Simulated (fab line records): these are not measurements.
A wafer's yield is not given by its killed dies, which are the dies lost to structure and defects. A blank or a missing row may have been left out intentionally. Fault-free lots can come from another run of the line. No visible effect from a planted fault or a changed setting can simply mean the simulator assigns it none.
fab line records -- flow sky130
record: lots: 7, wafers: 21, last-day: 50
route steps=708 shown CAP2M@616 METAL4@621 PAD_OPEN@708
lots untouched by any fault: they come from a run of this same line in which no faults occurred
start-h: the number of hours between the record's first day and the start of the first shown wafer of the lot -- wait-h: hours since the lot's step before -- " same as the row above -- L1.1+2: a row that stands for several wafers -- - either no value or no given start -- * or withheld: withheld -- < > ~ a bound
route shown NAME@n: names a module that has steps shown in the file, with the first one's number in the route -- usual: the fault-free wafers' mean and standard deviation -- same: alike in all rows -- chamber/n: place in a boat -- sites: per-site readings -- _std_site: standard deviation of those values -- _edge_site: mean of outer sites minus mean of inner sites -- radius-mm: how far each site lies from the wafer's centre -- mask NAME#n: copy n -- behind: tool/chamber where the wafer was last shaped -- hold: what put the lot on hold/how long, in hours/how the hold closed -- device: whichever transistor did not switch (one of n, p or np) -- end of line: the same wafers' tests at the end of the route -- a step with no rows: only its recipe -- killed: dies lost to structure and defects at the first sort, not the wafer's yield -- map: a wafer's dies, x killed, . not, _ none there
set.NAME: setting as actually run; set.NAME@STEP: the setting as run at that earlier step -- model.NAME: the simulator's own value behind a step, which no gauge read
certain route steps with their lots: each step a table, each wafer a row
services: the hour from which a tool's chamber was out of use, counted from the record's first day as start-h (under 0 if before that day), plus the number of hours and why
== steps ==
step: SKY_CAP2M_METAL_ETCH_13
recipe: target-depth-nm: 220, stop-on: SiO2, chemistry: Cl2/BCl3, target: TiN, pressure-mtorr: 10, icp-w: 900, bias-w: 48.5, Cl2_flow_sccm: 60, bcl3-flow-sccm: 30, time-s: 62.9
usual: drypump-motor-current-A: 5.9/0.4, oes-product-au: 0.942/0.0073, throttle-valve-pct: 21.901/0.0093
lot.wafer,tool,chamber,start-h,wait-h,drypump-motor-current-A,oes-product-au,rf-hours-counter-h,throttle-valve-pct
L196.1,rie-metal-03,1,960.39,0.0,5.4,0.945,5,21.894
L196.3,rie-metal-03,1,960.39,0.0,5.4,0.940,-,21.887
L196.5,rie-metal-03,0,960.39,0.0,5.6,0.936,-,21.895
L204.2,rie-metal-01,0,1009.60,0.0,6.4,0.940,9,21.899
L204.3,rie-metal-01,1,1009.60,0.0,6.2,0.940,-,21.910
L204.5,rie-metal-01,0,1009.60,0.0,6.4,0.925,-,21.906
L205.1,rie-metal-01,0,1022.24,0.0,6.4,0.935,10,21.903
L205.2,rie-metal-01,1,1022.24,0.0,6.2,0.938,8,21.904
L205.3,rie-metal-01,1,1022.24,0.0,6.2,0.926,-,21.926
L206.1,rie-metal-02,1,1022.54,0.0,5.5,0.947,19,21.913
L206.3,rie-metal-02,1,1022.54,0.0,5.5,0.953,-,21.902
L206.5,rie-metal-02,0,1022.54,0.0,6.2,0.944,-,21.902
L211.1,rie-metal-01,0,1066.54,0.0,6.4,0.934,13,21.889
L211.5,rie-metal-01,0,1066.54,0.0,6.4,0.942,-,21.894
L211.6,rie-metal-01,1,1066.54,0.0,6.2,0.927,-,21.899
L216.2,rie-metal-01,1,1080.12,0.0,6.2,0.939,12,21.894
L216.3,rie-metal-01,0,1080.12,0.0,6.4,0.941,-,21.890
L216.5,rie-metal-01,0,1080.12,0.0,6.4,0.940,-,21.898
L217.3,rie-metal-02,1,1091.47,0.0,5.5,0.946,-,21.906
L217.4,rie-metal-02,0,1091.47,0.0,6.2,0.927,-,21.908
L217.6,rie-metal-02,0,1091.47,0.0,6.2,0.950,-,21.909
step: SKY_CAP2M_STRIP_14
recipe: chemistry: O2/N2, power-w: 1400, pressure-mtorr: 1500, platen-temp-c: withheld, o2-flow-sccm: 3000, n2-flow-sccm: 300, overash-fraction: 0.5
usual: drypump-motor-current-A: 5.8/0.49, oes-product-au: 0.710/0.0042, strip-time-to-endpoint-s: 12.65/0.042
lot.wafer,tool,chamber,start-h,wait-h,drypump-motor-current-A,oes-product-au,rf-hours-counter-h,strip-time-to-endpoint-s
L196.1,plasma-asher-04,1,960.47,0.1,5.7,0.702,50,12.61
L196.3,plasma-asher-04,0,960.47,0.1,6.0,0.708,-,12.59
L196.5,plasma-asher-04,0,960.47,0.1,6.0,0.706,-,12.64
L204.2,plasma-asher-02,1,1009.68,0.1,6.4,0.710,21,12.69
L204.3,plasma-asher-02,1,1009.68,0.1,6.4,0.704,-,12.68
L204.5,plasma-asher-02,0,1009.68,0.1,5.1,0.711,-,12.75
L205.1,plasma-asher-04,1,1022.32,0.1,5.7,0.707,58,12.68
L205.2,plasma-asher-04,0,1022.32,0.1,5.9,0.712,58,12.65
L205.3,plasma-asher-04,0,1022.32,0.1,5.9,0.710,-,12.61
L206.1,plasma-asher-03,0,1022.62,0.1,5.2,0.708,94,12.64
L206.3,plasma-asher-03,1,1022.62,0.1,6.3,0.715,-,12.63
L206.5,plasma-asher-03,0,1022.62,0.1,5.2,0.709,-,12.63
L211.1,plasma-asher-03,1,1066.62,0.1,6.2,0.709,98,12.67
L211.5,plasma-asher-03,0,1066.62,0.1,5.2,0.714,-,12.65
L211.6,plasma-asher-03,1,1066.62,0.1,6.3,0.702,-,12.62
L216.2,plasma-asher-03,1,1080.20,0.1,6.3,0.714,100,12.68
L216.3,plasma-asher-03,1,1080.20,0.1,6.3,0.712,-,12.76
L216.5,plasma-asher-03,0,1080.20,0.1,5.2,0.707,-,12.68
L217.3,plasma-asher-02,1,1091.56,0.1,6.4,0.710,-,12.62
L217.4,plasma-asher-02,0,1091.56,0.1,5.1,0.711,-,12.63
L217.6,plasma-asher-02,0,1091.56,0.1,5.1,0.712,-,12.62
step: SKY_CAP2M_STRIP_15
recipe: chemistry: post-etch-residue-remover, time-s: 1200, temp-c: 72.5
step: SKY_CAP2M_CLEAN_16
recipe: chemistry: IPA, time-s: 180, temp-c: 25
step: SKY_CAP2M_CLEAN_17
recipe: chemistry: O3/DIW, dry: n2-spin
step: SKY_METAL4_DEHYDRATE_05
recipe: temp-c: 200, time-s: 60
step: SKY_METAL4_HMDS_06
recipe: prime-time-s: 60, prime-temp-c: 120
step: SKY_METAL4_COAT_07
recipe: resist: BARC, temp-c: withheld, time-s: withheld, spin-rpm: 3000, resist-thk-nm: 60
step: SKY_METAL4_COAT_08
recipe: resist: KrF-thick, spin-rpm: 3000, resist-thk-nm: 1140
step: SKY_METAL4_SOFTBAKE_09
recipe: temp-c: 100, time-s: 90, resist: KrF-thick
step: SKY_METAL4_EXPOSE_10
recipe: mask-id: MM4, na: 0.68, source-shape: annular, sigma-inner: 0.4, sigma-outer: 0.8, target-cd-nm: 300, dose-mj: 28
step: SKY_METAL4_PEB_11
recipe: peb-temp-c: withheld, peb-time-s: withheld, resist: KrF-thick
step: SKY_METAL4_DEVELOP_12
recipe: develop-time-s: 60, resist: KrF-thick, dev-temp-c: 21
lot.wafer,tool,chamber,start-h,wait-h
L196.1+3+5,litho-track-03,0,984,-
L204.2+3+5,litho-track-04,0,1032,-
L205.1+2+3,litho-track-04,0,1044,-
L206.1+3+5,litho-track-04,0,1046,-
L211.1+5+6,litho-track-03,0,1087,-
L216.2+3+5,litho-track-04,0,1101,-
L217.3+4+6,litho-track-04,0,1112,-
step: SKY_METAL4_CD_MEAS_13
recipe: target-cd-nm: 300
usual: cd-nm: 299.9/1.5
lot.wafer,tool,chamber,start-h,wait-h,cd-nm
L196.1,cd-sem-02,-,984.56,-,300.8
L196.3,cd-sem-02,-,984.56,-,300.4
L196.5,cd-sem-02,-,984.56,-,299.5
L204.2,cd-sem-02,-,1032.74,-,307.1
L204.3,cd-sem-02,-,1032.74,-,308.1
L204.5,cd-sem-02,-,1032.74,-,309.1
L205.1,cd-sem-02,-,1044.87,-,306.3
L205.2,cd-sem-02,-,1044.87,-,306.5
L205.3,cd-sem-02,-,1044.87,-,308.2
L206.1,cd-sem-02,-,1046.82,-,305.3
L206.3,cd-sem-02,-,1046.82,-,305.9
L206.5,cd-sem-02,-,1046.82,-,305.7
L211.1,cd-sem-01,-,1087.76,-,298.6
L211.5,cd-sem-01,-,1087.76,-,298.0
L211.6,cd-sem-01,-,1087.76,-,298.8
L216.2,cd-sem-02,-,1101.54,-,301.5
L216.3,cd-sem-02,-,1101.54,-,302.1
L216.5,cd-sem-02,-,1101.54,-,300.7
L217.3,cd-sem-02,-,1112.51,-,298.9
L217.4,cd-sem-02,-,1112.51,-,299.7
L217.6,cd-sem-02,-,1112.51,-,299.9
step: SKY_METAL4_OVL_MEAS_14
usual: METAL4_OVL: -2/6.2
lot.wafer,tool,chamber,start-h,wait-h,METAL4_OVL[nm]
L196.1,overlay-01,-,984.68,0.1,-19
L196.3,overlay-01,-,984.68,0.1,-12
L196.5,overlay-01,-,984.68,0.1,-15
L204.2,overlay-02,-,1032.84,0.1,-8
L204.3,overlay-02,-,1032.84,0.1,-2
L204.5,overlay-02,-,1032.84,0.1,-2
L205.1,overlay-02,-,1044.99,0.1,8
L205.2,overlay-02,-,1044.99,0.1,-3
L205.3,overlay-02,-,1044.99,0.1,3
L206.1,overlay-02,-,1046.94,0.1,7
L206.3,overlay-02,-,1046.94,0.1,10
L206.5,overlay-02,-,1046.94,0.1,5
L211.1,overlay-02,-,1087.88,0.1,1
L211.5,overlay-02,-,1087.88,0.1,-7
L211.6,overlay-02,-,1087.88,0.1,-7
L216.2,overlay-01,-,1101.64,0.1,0
L216.3,overlay-01,-,1101.64,0.1,-14
L216.5,overlay-01,-,1101.64,0.1,-8
L217.3,overlay-01,-,1112.60,0.1,3
L217.4,overlay-01,-,1112.60,0.1,8
L217.6,overlay-01,-,1112.60,0.1,3
step: SKY_METAL4_DESCUM_15
recipe: chemistry: O2, source-power-w: 150, bias-power-w: 0, pressure-mtorr: 10, temp-c: 40, time-s: 8
usual: drypump-motor-current-A: 6.0/0.41, oes-product-au: 0.999/0.0083
lot.wafer,tool,chamber,start-h,wait-h,drypump-motor-current-A,oes-product-au,rf-hours-counter-h,model.METAL4.cd-nm
L196.1,rie-metal-01,0,984.71,0.0,6.4,0.989,8,300.4
L196.3,rie-metal-01,1,984.71,0.0,6.2,1.003,-,300.2
L196.5,rie-metal-01,0,984.71,0.0,6.4,0.995,-,299.3
L204.2,rie-metal-01,1,1032.87,0.0,6.2,1.003,8,306.6
L204.3,rie-metal-01,0,1032.87,0.0,6.4,0.988,-,308.1
L204.5,rie-metal-01,1,1032.87,0.0,6.2,0.996,-,308.4
L205.1,rie-metal-01,0,1045.02,0.0,6.4,0.987,12,306.3
L205.2,rie-metal-01,1,1045.02,0.0,6.2,1.004,9,306.2
L205.3,rie-metal-01,1,1045.02,0.0,6.2,1.001,-,308.1
L206.1,rie-metal-03,0,1046.97,0.0,5.6,1.013,14,305.2
L206.3,rie-metal-03,1,1046.97,0.0,5.4,1.011,-,305.1
L206.5,rie-metal-03,1,1046.97,0.0,5.4,1.014,-,304.7
L211.1,rie-metal-03,1,1087.91,0.0,5.5,0.999,12,297.6
L211.5,rie-metal-03,0,1087.91,0.0,5.6,0.999,-,297.6
L211.6,rie-metal-03,1,1087.91,0.0,5.4,0.991,-,298.6
L216.2,rie-metal-01,0,1101.67,0.0,6.4,0.986,15,301.3
L216.3,rie-metal-01,1,1101.67,0.0,6.2,0.990,-,301.6
L216.5,rie-metal-01,1,1101.67,0.0,6.2,1.004,-,300.8
L217.3,rie-metal-03,1,1112.63,0.0,5.4,1.004,-,298.8
L217.4,rie-metal-03,0,1112.63,0.0,5.6,0.999,-,299.8
L217.6,rie-metal-03,1,1112.63,0.0,5.4,1.007,-,299.3
step: SKY_METAL4_ETCH_16
recipe: chemistry: N2/H2, target: BARC, ion-energy-ev: 200, bias-w: 100, pressure-mtorr: 30, n2-flow-sccm: 100, h2-flow-sccm: 200, icp-w: 500, stop-on: SiO2, time-s: 88.2, target-depth-a: 600
usual: drypump-motor-current-A: 6.0/0.41, oes-product-au: 0.625/0.0041, throttle-valve-pct: 13.204/0.0092
lot.wafer,tool,chamber,start-h,wait-h,drypump-motor-current-A,oes-product-au,rf-hours-counter-h,throttle-valve-pct
L196.1,rie-metal-01,0,984.75,0.0,6.4,0.625,8,13.208
L196.3,rie-metal-01,1,984.75,0.0,6.2,0.628,-,13.209
L196.5,rie-metal-01,0,984.75,0.0,6.4,0.629,-,13.203
L204.2,rie-metal-01,1,1032.90,0.0,6.2,0.630,8,13.197
L204.3,rie-metal-01,0,1032.90,0.0,6.4,0.626,-,13.205
L204.5,rie-metal-01,1,1032.90,0.0,6.2,0.632,-,13.204
L205.1,rie-metal-01,0,1045.05,0.0,6.4,0.630,12,13.204
L205.2,rie-metal-01,1,1045.05,0.0,6.2,0.622,9,13.202
L205.3,rie-metal-01,1,1045.05,0.0,6.2,0.626,-,13.229
L206.1,rie-metal-03,0,1047.00,0.0,5.6,0.630,14,13.209
L206.3,rie-metal-03,1,1047.00,0.0,5.4,0.622,-,13.191
L206.5,rie-metal-03,1,1047.00,0.0,5.4,0.623,-,13.198
L211.1,rie-metal-03,1,1087.95,0.0,5.4,0.627,12,13.220
L211.5,rie-metal-03,0,1087.95,0.0,5.6,0.620,-,13.200
L211.6,rie-metal-03,1,1087.95,0.0,5.4,0.624,-,13.205
L216.2,rie-metal-01,0,1101.71,0.0,6.4,0.625,15,13.200
L216.3,rie-metal-01,1,1101.71,0.0,6.2,0.614,-,13.200
L216.5,rie-metal-01,1,1101.71,0.0,6.2,0.630,-,13.191
L217.3,rie-metal-03,1,1112.69,0.0,5.5,0.623,-,13.207
L217.4,rie-metal-03,0,1112.69,0.0,5.6,0.633,-,13.194
L217.6,rie-metal-03,1,1112.69,0.0,5.4,0.626,-,13.192
step: SKY_METAL4_ETCH_17
recipe: target: SiO2, stop-on: TiN, chemistry: C4F8/O2/Ar, source-w: 1500, bias-w: 1200, pressure-mtorr: 40, c4f8-flow-sccm: withheld, O2_flow_sccm: 6, Ar_flow_sccm: 300, time-s: 3.9, target-depth-a: 150
usual: oes-product-au: 0.755/0.0072
lot.wafer,tool,chamber,start-h,wait-h,oes-product-au,rf-hours-counter-h
L196.1,rie-diel-03,2,984.84,0.1,0.759,16
L196.3,rie-diel-03,3,984.84,0.1,0.749,24
L196.5,rie-diel-03,2,984.84,0.1,0.748,-
L204.2,rie-diel-03,0,1033.00,0.1,0.740,11
L204.3,rie-diel-03,3,1033.00,0.1,0.754,26
L204.5,rie-diel-03,3,1033.00,0.1,0.768,-
L205.1,rie-diel-04,3,1045.15,0.1,0.752,26
L205.2,rie-diel-04,2,1045.15,0.1,0.748,15
L205.3,rie-diel-04,0,1045.15,0.1,0.747,10
L206.1,rie-diel-02,3,1047.10,0.1,0.742,17
L206.3,rie-diel-02,2,1047.10,0.1,0.756,3
L206.5,rie-diel-02,3,1047.10,0.1,0.763,-
L211.1,rie-diel-03,2,1088.04,0.1,0.750,19
L211.5,rie-diel-03,1,1088.04,0.1,0.753,-
L211.6,rie-diel-03,2,1088.04,0.1,0.769,-
L216.2,rie-diel-03,0,1101.80,0.1,0.749,13
L216.3,rie-diel-03,1,1101.80,0.1,0.749,11
L216.5,rie-diel-03,3,1101.80,0.1,0.762,-
L217.3,rie-diel-04,0,1112.75,0.0,0.754,13
L217.4,rie-diel-04,1,1112.75,0.0,0.764,10
L217.6,rie-diel-04,1,1112.75,0.0,0.752,-
step: SKY_METAL4_METAL_ETCH_18
recipe: target-depth-a: 8450, stop-on: SiO2, over-etch-frac: 0.3, time-s: 183.1, chemistry: Cl2/BCl3, resist-sidewall-deg: 88, pressure-mtorr: 10, icp-w: 900, bias-w: 48.5, Cl2_flow_sccm: 60, bcl3-flow-sccm: 30
usual: drypump-motor-current-A: 5.9/0.42, oes-product-au: 0.866/0.0057, throttle-valve-pct: 22.264/0.0092
lot.wafer,tool,chamber,start-h,wait-h,drypump-motor-current-A,oes-product-au,rf-hours-counter-h,throttle-valve-pct,model.METAL4.cd-nm
L196.1,rie-metal-04,0,984.86,0.0,5.8,0.867,4,22.263,305.3
L196.3,rie-metal-04,0,984.86,0.0,5.8,0.864,-,22.270,306.9
L196.5,rie-metal-04,0,984.86,0.0,5.8,0.863,-,22.254,305.2
L204.2,rie-metal-03,1,1033.02,0.0,5.4,0.865,9,22.255,305.3
L204.3,rie-metal-03,0,1033.02,0.0,5.6,0.862,-,22.268,310.4
L204.5,rie-metal-03,0,1033.02,0.0,5.6,0.867,-,22.263,311
L205.1,rie-metal-04,0,1045.17,0.0,5.8,0.865,8,22.270,308.7
L205.2,rie-metal-04,0,1045.17,0.0,5.8,0.858,-,22.285,310
L205.3,rie-metal-04,0,1045.17,0.0,5.8,0.869,-,22.280,314.2
L206.1,rie-metal-04,0,1047.12,0.0,5.8,0.860,8,22.258,314.1
L206.3,rie-metal-04,0,1047.12,0.0,5.8,0.869,-,22.263,310.4
L206.5,rie-metal-04,0,1047.12,0.0,5.8,0.872,-,22.274,311.5
L211.1,rie-metal-04,1,1088.06,0.0,6.6,0.864,2,22.268,299.3
L211.5,rie-metal-04,1,1088.06,0.0,6.6,0.861,-,22.265,302.9
L211.6,rie-metal-04,0,1088.06,0.0,5.8,0.875,-,22.253,302.6
L216.2,rie-metal-04,1,1101.82,0.0,6.6,0.869,3,22.274,301.3
L216.3,rie-metal-04,1,1101.82,0.0,6.6,0.871,-,22.270,306.3
L216.5,rie-metal-04,0,1101.82,0.0,5.9,0.876,-,22.269,304.1
L217.3,rie-metal-04,0,1112.83,0.1,5.8,0.870,-,22.272,301.5
L217.4,rie-metal-04,1,1112.83,0.1,6.6,0.861,-,22.257,300.3
L217.6,rie-metal-04,0,1112.83,0.1,5.8,0.872,-,22.274,302.2
step: SKY_METAL4_STRIP_19
recipe: chemistry: O2/N2, power-w: 1400, pressure-mtorr: 1500, platen-temp-c: withheld, o2-flow-sccm: 3000, n2-flow-sccm: 300, overash-fraction: 0.5
usual: drypump-motor-current-A: 5.7/0.4, oes-product-au: 0.502/0.0054, strip-time-to-endpoint-s: 6.55/0.075
lot.wafer,tool,chamber,start-h,wait-h,drypump-motor-current-A,oes-product-au,rf-hours-counter-h,strip-time-to-endpoint-s
L196.1,plasma-asher-04,0,985.04,0.1,6.0,0.499,54,6.56
L196.3,plasma-asher-04,0,985.04,0.1,5.9,0.506,-,6.51
L196.5,plasma-asher-04,1,985.04,0.1,5.8,0.507,-,6.58
L204.2,plasma-asher-01,0,1033.20,0.1,6.1,0.509,123,6.49
L204.3,plasma-asher-01,1,1033.20,0.1,5.2,0.507,-,6.51
L204.5,plasma-asher-01,1,1033.20,0.1,5.2,0.505,-,6.51
L205.1,plasma-asher-04,0,1045.53,0.3,6.0,0.500,60,6.64
L205.2,plasma-asher-04,1,1045.53,0.3,5.7,0.511,60,6.63
L205.3,plasma-asher-04,1,1045.53,0.3,5.7,0.506,-,6.66
L206.1,plasma-asher-01,0,1047.48,0.3,6.1,0.510,125,6.64
L206.3,plasma-asher-01,1,1047.48,0.3,5.2,0.505,-,6.55
L206.5,plasma-asher-01,1,1047.48,0.3,5.2,0.503,-,6.63
L211.1,plasma-asher-04,1,1088.24,0.1,5.7,0.505,65,6.62
L211.5,plasma-asher-04,1,1088.24,0.1,5.7,0.509,-,6.58
L211.6,plasma-asher-04,0,1088.24,0.1,5.9,0.507,-,6.63
L216.2,plasma-asher-04,1,1102.00,0.1,5.7,0.509,66,6.57
L216.3,plasma-asher-04,0,1102.00,0.1,5.9,0.496,-,6.49
L216.5,plasma-asher-04,1,1102.00,0.1,5.7,0.507,-,6.57
L217.3,plasma-asher-04,0,1112.98,0.1,5.9,0.506,-,6.66
L217.4,plasma-asher-04,1,1112.98,0.1,5.7,0.504,-,6.59
L217.6,plasma-asher-04,0,1112.98,0.1,5.9,0.505,-,6.68
step: SKY_PAD_OPEN_PROBE_99
usual: defect-limited-yield: 82.7/2, killed_at_M0_to_M3: 42/6.8, killed_at_M4_up: 3.2/1.8, killed-at-contacts: 25/5.4, killed-at-front-end: 15/4.5, killed-at-other: 0.3/0.56, killed-dies: 85/9.7, killed-open: 46/7.1, killed-short: 39/6.5, sort_bin_3_pad_short: 0.9/0.42, sort_bin_5_function: 10.4/1.5, sort_bin_6_memory: 6.1/1.1, sort-n-pass: 407/9.7, sort-yield-pct: 82.7/2
same: gross-dies: 492, killed-at-back-side: 0, sort_bin_4_leakage[%]: 0, sort_bin_8_speed[%]: 0
lot.wafer,tool,chamber,start-h,wait-h,defect-limited-yield[%],killed_at_M0_to_M3,killed_at_M4_up,killed-at-contacts,killed-at-front-end,killed-at-other,killed-dies,killed-open,killed-short,sort_bin_3_pad_short[%],sort_bin_5_function[%],sort_bin_6_memory[%],sort-n-pass,sort-yield-pct[%]
L196.1,prober-01,-,1081.64,0.1,79.1,58,1,28,15,1,103,54,49,0.6,13.0,7.3,389,79.1
L196.3,prober-01,-,1081.74,0.2,83.7,34,2,29,15,0,80,42,38,0.6,10.2,5.5,412,83.7
L196.5,prober-01,-,1081.84,0.2,82.3,49,3,24,10,1,87,45,42,1.4,12.2,4.1,405,82.3
L204.2,prober-01,-,1123.53,0.1,83.7,29,5,32,14,0,80,35,44,1.0,9.1,6.1,412,83.7
L204.3,prober-01,-,1123.58,0.2,83.3,43,2,23,13,1,82,46,36,1.2,10.2,5.3,410,83.3
L204.5,prober-01,-,1123.68,0.2,82.5,47,2,25,12,0,86,46,39,1.2,10.8,5.5,406,82.5
L205.1,prober-02,-,1134.69,0.1,83.9,38,7,24,10,0,79,42,37,1.0,10.0,5.1,413,83.9
L205.2,prober-02,-,1134.74,0.1,84.3,47,2,17,11,0,77,39,38,0.4,8.7,6.5,415,84.3
L205.3,prober-02,-,1134.79,0.2,82.9,32,6,27,19,0,84,43,41,0.6,11.0,5.5,408,82.9
L211.1,prober-01,-,1170.98,0.1,85.0,43,1,19,11,0,74,43,31,0.4,9.3,5.3,418,85.0
L211.5,prober-01,-,1171.18,0.2,82.7,40,4,20,21,0,85,49,36,0.4,10.0,6.9,407,82.7
L211.6,prober-01,-,1171.23,0.2,84.3,37,6,19,15,0,77,40,37,1.2,9.3,5.1,415,84.3
L217.3,prober-02,-,1190.72,0.2,85.0,33,3,27,11,0,74,38,36,0.4,8.7,5.9,418,85.0
L217.4,prober-02,-,1190.77,0.2,81.7,50,1,26,13,0,90,45,45,1.4,12.4,4.5,402,81.7
L217.6,prober-02,-,1190.87,0.2,82.7,47,5,19,13,1,85,48,36,1.4,9.8,6.1,407,82.7
killed by level:class
L196.1 VIA1:geometric-particle:open=14 LI_CONTACT:geometric-particle:open=11 METAL1:geometric-particle:short=11 VIA3:geometric-particle:open=9 CONTACT:geometric-particle:open=8 METAL3:geometric-particle:short=6 FIELD_ISO:geometric-particle:short=5 LOCAL_INTERCONNECT:geometric-particle:short=5
L196.3 LI_CONTACT:geometric-particle:open=13 CONTACT:geometric-particle:open=9 VIA1:geometric-particle:open=5 METAL3:geometric-particle:short=5 FIELD_ISO:geometric-particle:short=4 POLY_GATE:geometric-particle:short=4 METAL1:geometric-particle:short=4 METAL2:geometric-particle:short=4
L196.5 VIA1:geometric-particle:open=9 CONTACT:geometric-particle:open=9 VIA3:geometric-particle:open=8 VIA1:geometric-particle:short=6 CONTACT:geometric-particle:short=6 METAL2:geometric-particle:short=6 VIA2:geometric-particle:short=6 VIA2:geometric-particle:open=5
L204.2 CONTACT:geometric-particle:open=9 LI_CONTACT:geometric-particle:open=7 LOCAL_INTERCONNECT:geometric-particle:short=6 CONTACT:geometric-particle:short=5 VIA1:geometric-particle:open=5 METAL2:geometric-particle:short=5 POLY_GATE:geometric-particle:short=4 LI_CONTACT:geometric-particle:short=4
L204.3 VIA1:geometric-particle:open=12 LI_CONTACT:geometric-particle:open=6 CONTACT:geometric-particle:open=6 CONTACT:geometric-particle:short=5 VIA2:geometric-particle:open=5 METAL2:geometric-particle:short=5 METAL2:geometric-particle:open=5 FIELD_ISO:geometric-particle:short=4
L204.5 VIA1:geometric-particle:open=12 CONTACT:geometric-particle:open=8 METAL2:geometric-particle:short=8 VIA1:geometric-particle:short=6 VIA2:geometric-particle:open=6 LI_CONTACT:geometric-particle:short=5 LI_CONTACT:geometric-particle:open=5 POLY_GATE:geometric-particle:open=4
L205.1 LI_CONTACT:geometric-particle:open=11 VIA1:geometric-particle:open=7 VIA1:geometric-particle:short=5 METAL2:geometric-particle:short=5 METAL4:geometric-particle:short=5 VIA2:geometric-particle:open=4 CONTACT:geometric-particle:open=4 METAL1:geometric-particle:short=4
L205.2 VIA1:geometric-particle:open=12 VIA2:geometric-particle:open=9 VIA1:geometric-particle:short=7 CONTACT:geometric-particle:short=6 METAL2:geometric-particle:short=6 LI_CONTACT:geometric-particle:open=4 VIA3:geometric-particle:open=4 FIELD_ISO:geometric-particle:short=3
L205.3 LI_CONTACT:geometric-particle:open=10 CONTACT:geometric-particle:open=7 FIELD_ISO:geometric-particle:short=5 METAL1:geometric-particle:short=5 VIA1:geometric-particle:open=5 VIA2:geometric-particle:short=5 FIELD_ISO:geometric-particle:open=4 POLY_GATE:geometric-particle:short=4
L211.1 VIA1:geometric-particle:open=12 CONTACT:geometric-particle:open=6 VIA3:geometric-particle:open=6 CONTACT:geometric-particle:short=6 VIA2:geometric-particle:open=6 LI_CONTACT:geometric-particle:open=5 METAL1:geometric-particle:short=5 VIA1:geometric-particle:short=4
L211.5 VIA2:geometric-particle:open=11 POLY_GATE:geometric-particle:open=7 LI_CONTACT:geometric-particle:open=7 VIA1:geometric-particle:open=6 METAL1:geometric-particle:short=6 VIA3:geometric-particle:open=6 FIELD_ISO:geometric-particle:short=5 LOCAL_INTERCONNECT:geometric-particle:short=5
L211.6 VIA3:geometric-particle:open=8 CONTACT:geometric-particle:short=6 CONTACT:geometric-particle:open=6 VIA2:geometric-particle:open=6 POLY_GATE:geometric-particle:short=5 FIELD_ISO:geometric-particle:short=4 LI_CONTACT:geometric-particle:open=4 METAL4:geometric-particle:short=4
L217.3 LI_CONTACT:geometric-particle:open=8 CONTACT:geometric-particle:open=8 VIA3:geometric-particle:short=6 VIA1:geometric-particle:short=6 POLY_GATE:geometric-particle:open=5 LI_CONTACT:geometric-particle:short=5 VIA1:geometric-particle:open=5 FIELD_ISO:geometric-particle:open=4
L217.4 CONTACT:geometric-particle:open=14 VIA1:geometric-particle:open=10 METAL1:geometric-particle:short=8 METAL2:geometric-particle:short=6 METAL3:geometric-particle:short=6 VIA1:geometric-particle:short=5 VIA3:geometric-particle:open=5 FIELD_ISO:geometric-particle:short=4
L217.6 VIA3:geometric-particle:open=9 CONTACT:geometric-particle:open=7 VIA1:geometric-particle:open=7 VIA2:geometric-particle:open=5 METAL2:geometric-particle:short=5 VIA3:geometric-particle:short=5 FIELD_ISO:geometric-particle:short=3 POLY_GATE:geometric-particle:short=3
== services ==
tool,chamber,start-h,hours,kind
rie-diel-03,1,937.90,12.2,repair
plasma-asher-02,-,947.82,1.1,repair
plasma-asher-02,-,951.98,23.5,repair
rie-diel-02,1,963.45,19.8,repair
rie-diel-03,3,974.65,4.4,repair
plasma-asher-02,-,975.45,28.1,pm
rie-metal-01,0,977.27,4.6,repair
rie-diel-04,-,990.30,0.2,repair
rie-diel-04,0,1019.98,5.1,repair
rie-metal-04,1,1044.71,-,clean
rie-metal-04,1,1044.71,20.0,scheduled-down
rie-metal-04,1,1044.71,20.0,vent-cycle
plasma-asher-01,-,1055.25,9.0,pm
plasma-asher-01,0,1055.25,9.0,vent-cycle
plasma-asher-01,1,1055.25,9.0,vent-cycle
rie-diel-03,-,1055.76,4.3,pm
rie-metal-03,-,1057.03,2.8,pm
rie-diel-04,2,1058.62,10.3,repair
plasma-asher-01,0,1064.25,-,clean
plasma-asher-01,1,1064.25,-,clean
rie-diel-04,1,1078.67,5.6,repair
rie-diel-02,3,1090.30,11.7,repair
rie-diel-02,-,1101.01,2.8,repair
plasma-asher-02,-,1105.18,4.0,repair
== key ==
first-sign: step: SKY_METAL4_CD_MEAS_13, reading: cd-nm, direction: up, sigmas: 4.5, usual: 299.9, struck: 306.9
effect none on later readings
model-effect: step: SKY_METAL4_DESCUM_15, value: METAL4.cd-nm, without: 301, struck: 306.5
model-effect: step: SKY_METAL4_METAL_ETCH_18, value: METAL4.cd-nm, without: 305.1, struck: 310.6
met-at SKY_METAL4_DEVELOP_12
struck-wafers L204.2,L204.3,L204.5,L205.1,L205.2,L205.3,L206.1,L206.3,L206.5
fault: kind: process-parameter-drift, tool: litho-track-04, chamber: -, onset-h: 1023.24, steps: SKY_METAL4_DEVELOP_12, channel: develop-time-s, offset: *, shape: step, end-h: 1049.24, acts-in: *, stated: *
